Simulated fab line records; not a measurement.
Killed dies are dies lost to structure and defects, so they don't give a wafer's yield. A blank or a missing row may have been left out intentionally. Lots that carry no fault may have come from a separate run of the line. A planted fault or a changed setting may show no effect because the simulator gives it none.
fab line records | flow sky130 | part 2 of 2: steps 31 to 40 of 40
[record] lots = 5 wafers = 15 last_day = 48
route steps=708 shown LOCAL_INTERCONNECT@402 CONTACT@406 METAL1@434
lots untouched by any fault: they come from a run of this same line in which no faults occurred
start_h: hours from the record's opening day to when the first of the lot's shown wafers began | wait_h: hours since the lot's step before | " same as the row above | L1.1+2: a row that stands for several wafers | - no value, or no start given | * or withheld: withheld | < > ~ a bound
route shown NAME@n: a module of which the file shows steps, and the number in the route of the first | usual: mean/standard deviation taken from wafers without a fault | same: alike in all rows | chamber/n: place in a boat | sites: per-site readings | _std_site: their standard deviation | _edge_site: inner sites' mean taken away from outer sites' mean | radius_mm: for every site, how far away it sits from the centre of the wafer | mask NAME#n: copy n | behind: the most recent tool/chamber to have shaped the wafer | hold: reason for holding the lot/hours on hold/outcome of the hold | device: whichever transistor did not switch (one of n, p or np) | end of line: the tests these same wafers got at the end of their route | a step with no rows: only its recipe | killed: count of dies lost to structure and defects at first sort (not the wafer's yield) | map: shows each die of a wafer: x if killed, . if not, _ if none is there
set.NAME: setting as actually run; set.NAME@STEP: the setting as run at that earlier step | model.NAME: the simulator's own value behind a step, which no gauge read
lots at some steps of the route; a table a step, a row a wafer
services: when a tool's chamber went out of use (start_h, in hours from the record's first day, below 0 if earlier), for how many hours, and the reason
[[steps]]
[step SKY_CONTACT_THK_MEAS_26]
[recipe] thk_meas_gauge = xrf reads = W_of_CONTACT_CVD_24
[usual] CONTACT_W_THK = 349/5.1
// columns lot.wafer tool chamber start_h wait_h CONTACT_W_THK[nm]
L076.2 film_metro-01 - 756.74 0.1 355
L076.3 " - " " 350
L076.6 " - " " 355
L080.2 film_metro-03 - 786.84 0.1 351
L080.4 " - " " 348
L080.6 " - " " 350
L082.1 film_metro-03 - 796.85 0.1 340
L082.3 " - " " 349
L082.6 " - " " 345
L083.3 film_metro-01 - 802.44 0.1 347
L083.4 " - " " 348
L083.5 " - " " 350
L087.3 film_metro-03 - 830.10 0.1 341
L087.4 " - " " 342
L087.6 " - " " 344
[step SKY_CONTACT_CMP_27]
[recipe] stop_on = SiO2 t_overpolish_s = 15 down_force_psi = 3.5 platen_rpm = 60 target_thk_nm = 0 pad_velocity_m_s = 0.94248
[usual] head_pressure_psi = 3.500/0.0071 motor_current_A = 10.7/0.79 overpolish_run_s = 15.001/0.0086 time_to_endpoint_s = 83/3.6
// columns lot.wafer tool chamber start_h wait_h head_pressure_psi motor_current_A overpolish_run_s time_to_endpoint_s
L076.3 cmp-01 3 756.89 0.1 3.498 9.9 15.012 83
L076.2 " 0 " " 3.498 10.8 14.993 76
L076.6 " 2 " " 3.497 10.6 15.008 86
L080.2 cmp-01 2 786.89 0.0 3.507 10.6 15.006 83
L080.4 " 0 " " 3.499 10.1 15.001 78
L080.6 " 3 " " 3.506 9.1 15.015 83
L082.1 cmp-01 0 796.96 0.1 3.495 10.3 14.983 77
L082.3 " 2 " " 3.499 10.5 15.004 85
L082.6 " 3 " " 3.494 9.8 15.007 82
L083.4 cmp-01 0 802.53 0.1 3.495 10.3 15.002 79
L083.3 " 1 " " 3.491 12.2 15.007 86
L083.5 " 0 " " 3.493 10.6 14.989 80
L087.3 cmp-02 1 830.14 0.0 3.491 11.0 14.997 85
L087.4 " 3 " " 3.494 11.6 15.011 80
L087.6 " 1 " " 3.497 11.2 15.005 83
[step SKY_METAL1_SPUTTER_00]
[recipe] material = Ti target_thk_nm = 15 power_w = 3000 time_s = 10 chamber_pressure_pa = 0.4
[usual] throttle_valve_pct = 30.5/0.71
// columns lot.wafer tool chamber start_h wait_h throttle_valve_pct
L076.2 pvd_sputter-03 - 757.09 0.1 30.8
L076.3 " - " " 30.8
L076.6 " - " " 30.8
L080.2 pvd_sputter-01 - 787.19 0.2 30.3
L080.4 " - " " 30.0
L080.6 " - " " 30.1
L082.1 pvd_sputter-03 - 797.21 0.2 30.3
L082.3 " - " " 30.3
L082.6 " - " " 30.7
L083.3 pvd_sputter-03 - 802.78 0.1 30.4
L083.4 " - " " 30.7
L083.5 " - " " 30.3
L087.3 pvd_sputter-01 - 830.44 0.2 31.8
L087.4 " - " " 29.7
L087.6 " - " " 30.6
[step SKY_METAL1_SPUTTER_01]
[recipe] material = TiN target_thk_nm = 20 power_w = 6500 time_s = 16.7 chamber_pressure_pa = 0.4
[usual] throttle_valve_pct = 30.5/0.73
// columns lot.wafer tool chamber start_h wait_h throttle_valve_pct
L076.2 pvd_sputter-03 - 757.12 0.0 30.8
L076.3 " - " " 30.9
L076.6 " - " " 30.9
L080.2 pvd_sputter-01 - 787.22 0.0 30.1
L080.4 " - " " 29.9
L080.6 " - " " 30.4
L082.1 pvd_sputter-03 - 797.24 0.0 30.1
L082.3 " - " " 30.6
L082.6 " - " " 30.5
L083.3 pvd_sputter-03 - 802.80 0.0 30.4
L083.4 " - " " 31.0
L083.5 " - " " 30.3
L087.3 pvd_sputter-01 - 830.47 0.0 31.9
L087.4 " - " " 30.0
L087.6 " - " " 30.7
[step SKY_METAL1_SPUTTER_02]
[recipe] material = AlCu target_thk_nm = 250 power_w = 10600 time_s = 13.3 chamber_pressure_pa = 0.4
[usual] throttle_valve_pct = 30.5/0.73
// columns lot.wafer tool chamber start_h wait_h throttle_valve_pct
L076.2 pvd_sputter-03 - 757.14 0.0 30.6
L076.3 " - " " 30.8
L076.6 " - " " 30.8
L080.2 pvd_sputter-01 - 787.24 0.0 30.2
L080.4 " - " " 29.9
L080.6 " - " " 30.1
L082.1 pvd_sputter-03 - 797.26 0.0 30.4
L082.3 " - " " 30.5
L082.6 " - " " 30.7
L083.3 pvd_sputter-03 - 802.83 0.0 30.6
L083.4 " - " " 31.0
L083.5 " - " " 30.2
L087.3 pvd_sputter-01 - 830.49 0.0 31.7
L087.4 " - " " 30.0
L087.6 " - " " 30.3
[step SKY_METAL1_SPUTTER_03]
[recipe] material = Ti target_thk_nm = 5 power_w = 3000 time_s = 3.3 chamber_pressure_pa = 0.4
[usual] throttle_valve_pct = 30.6/0.71
// columns lot.wafer tool chamber start_h wait_h throttle_valve_pct
L076.2 pvd_sputter-03 - 757.17 0.0 30.3
L076.3 " - " " 31.0
L076.6 " - " " 30.9
L080.2 pvd_sputter-01 - 787.27 0.0 30.3
L080.4 " - " " 30.0
L080.6 " - " " 30.3
L082.1 pvd_sputter-03 - 797.29 0.0 30.3
L082.3 " - " " 30.3
L082.6 " - " " 30.7
L083.3 pvd_sputter-03 - 802.85 0.0 30.4
L083.4 " - " " 30.8
L083.5 " - " " 30.5
L087.3 pvd_sputter-01 - 830.52 0.0 31.7
L087.4 " - " " 29.8
L087.6 " - " " 30.0
[step SKY_METAL1_SPUTTER_04]
[recipe] material = TiN target_thk_nm = 70 power_w = 6500 time_s = 58.3 chamber_pressure_pa = 0.4
[usual] throttle_valve_pct = 30.6/0.73
// columns lot.wafer tool chamber start_h wait_h throttle_valve_pct
L076.2 pvd_sputter-03 - 757.18 0.0 30.5
L076.3 " - " " 31.1
L076.6 " - " " 30.9
L080.2 pvd_sputter-01 - 787.29 0.0 30.1
L080.4 " - " " 29.9
L080.6 " - " " 30.0
L082.1 pvd_sputter-03 - 797.30 0.0 30.1
L082.3 " - " " 30.1
L082.6 " - " " 30.6
L083.3 pvd_sputter-03 - 802.87 0.0 30.3
L083.4 " - " " 31.0
L083.5 " - " " 30.0
L087.3 pvd_sputter-01 - 830.54 0.0 31.6
L087.4 " - " " 30.0
L087.6 " - " " 30.3
[step SKY_METAL1_RS_MEAS_05]
[recipe] thk_meas_gauge = four-point-probe reads = TiN_of_METAL1_SPUTTER_04+Ti_of_METAL1_SPUTTER_03+AlCu_of_METAL1_SPUTTER_02+TiN_of_METAL1_SPUTTER_01+Ti_of_METAL1_SPUTTER_00
[usual] METAL1_ALCU_RS = 0.1268/0.0015
// columns lot.wafer tool chamber start_h wait_h METAL1_ALCU_RS[ohm/sq]
L076.2 film_metro-02 - 757.25 0.0 0.1271
L076.3 " - " " 0.1298
L076.6 " - " " 0.1301
L080.2 film_metro-01 - 787.35 0.0 0.1276
L080.4 " - " " 0.1286
L080.6 " - " " 0.1279
L082.1 film_metro-01 - 797.35 0.0 0.1263
L082.3 " - " " 0.1265
L082.6 " - " " 0.1259
L083.3 film_metro-02 - 802.96 0.1 0.1246
L083.4 " - " " 0.1275
L083.5 " - " " 0.1265
L087.3 film_metro-04 - 830.62 0.1 0.1275
L087.4 " - " " 0.1282
L087.6 " - " " 0.1271
[step SKY_METAL1_THK_MEAS_06]
[recipe] thk_meas_gauge = xrf reads = AlCu_of_METAL1_SPUTTER_02
[usual] METAL1_ALCU_THK = 246/3.2
// columns lot.wafer tool chamber start_h wait_h METAL1_ALCU_THK[nm]
L076.2 film_metro-02 - 757.36 0.1 245
L076.3 " - " " 239
L076.6 " - " " 238
L080.2 film_metro-01 - 787.46 0.1 245
L080.4 " - " " 243
L080.6 " - " " 244
L082.1 film_metro-01 - 797.47 0.1 248
L082.3 " - " " 246
L082.6 " - " " 246
L083.3 film_metro-02 - 803.06 0.1 250
L083.4 " - " " 245
L083.5 " - " " 248
L087.3 film_metro-04 - 830.72 0.1 245
L087.4 " - " " 244
L087.6 " - " " 246
[step SKY_METAL1_DEHYDRATE_07]
[recipe] temp_c = 200 time_s = 60
// columns lot.wafer tool chamber start_h wait_h
L076.2+3+6 litho_track-01 0 769.32 11.9
L080.2+4+6 litho_track-04 0 799.95 12.5
L082.1+3+6 litho_track-01 0 809.70 12.2
L083.3+4+5 litho_track-04 0 815.58 12.5
L087.3+4+6 litho_track-04 0 843.08 12.3
[[services]]
// columns tool chamber start_h hours kind
wet_bench-01 - 708.58 3.4 repair
pvd_sputter-01 - 708.84 4.2 repair
cmp-01 - 726.71 1.6 repair
plasma_asher-01 - 733.75 9.0 pm
cmp-01 - 744.22 4.0 pm
pvd_sputter-03 - 747.19 1.1 repair
pvd_sputter-04 - 750.07 5.3 repair
pecvd-01 0 767.00 5.7 repair
pecvd-01 1 768.20 15.7 repair
krf_scanner-01 - 768.59 0.8 pm
plasma_asher-01 - 770.12 3.0 repair
rie_diel-01 1 776.62 2.8 repair
rie_diel-03 2 780.68 25.0 repair
rie_diel-03 - 785.31 0.6 repair
rie_diel-02 - 795.97 15.6 pm
pvd_sputter-04 - 796.37 2.6 repair
cmp-01 - 801.17 1.3 repair
rie_diel-01 1 801.61 9.0 repair
pvd_sputter-03 - 810.95 59.8 repair
pvd_sputter-03 - 814.59 5.3 repair
krf_scanner-01 - 822.30 1.0 pm
rie_diel-02 1 826.03 12.6 repair
pvd_sputter-03 - 826.66 2.2 repair
plasma_asher-01 - 842.92 1.7 repair
